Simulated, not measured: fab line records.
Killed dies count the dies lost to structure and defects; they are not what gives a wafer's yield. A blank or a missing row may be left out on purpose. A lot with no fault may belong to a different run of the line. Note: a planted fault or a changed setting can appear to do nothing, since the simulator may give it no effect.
Chamber matching | flow gf180mcu | cmp-01 running GF_V5_CMP_04: 4 sister chambers
The step polishes SiO2. 8 wafers are shown with their chamber, then 7 later ones without.

== WAFERS WITH THEIR CHAMBER ==
wafer  | chamber | motor_current_A (A)
L967.4 | 2       | 12.5
L967.5 | 0       | 11.8
L970.2 | 3       | 12.4
L970.6 | 2       | 12.9
L974.2 | 0       | 11.3
L974.5 | 1       | 13.1
L976.1 | 3       | 13.1
L976.4 | 1       | 13.5

== WAFERS MISSING THEIR CHAMBER ==
wafer  | motor_current_A (A)
L976.5 | 12.6
L977.3 | 12.4
L977.4 | 13.1
L977.6 | 12.1
L978.1 | 13.7
L978.2 | 12.4
L978.6 | 12.7

== THE CHAMBER EACH PASSED THROUGH ==
wafer  | from the rows above               | in truth
L976.5 | can't be placed: 2 or 3 or 1      | 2
L977.3 | can't be placed: 2 or 3 or 0 or 1 | 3
L977.4 | can't be placed: 1 or 3 or 2      | 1
L977.6 | can't be placed: 0 or 2 or 3 or 1 | 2
L978.1 | can't be placed: 1 or 3 or 2      | 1
L978.2 | can't be placed: 2 or 3 or 0 or 1 | 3
L978.6 | can't be placed: 2 or 3 or 1      | 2
Correctly placed: 0 of 7. Unplaceable from these rows: 7, with the true chamber sitting among the candidates in 7. Number placed wrongly: 0.
How it was worked out, from the rows above alone: a wafer's distance from a chamber is the root of the sum, over the readings, of the square of ((its reading less the chamber's mean) divided by the reading's scatter). If the next closest chamber is less than 2 further off than the closest, the wafer can't be placed; otherwise it belongs to the closest. Each chamber's mean is taken over the wafers shown for it. The scatter is the square root of a quotient: the sum, over the shown wafers, of each reading's squared deviation from its chamber's mean, divided by wafers minus chambers.
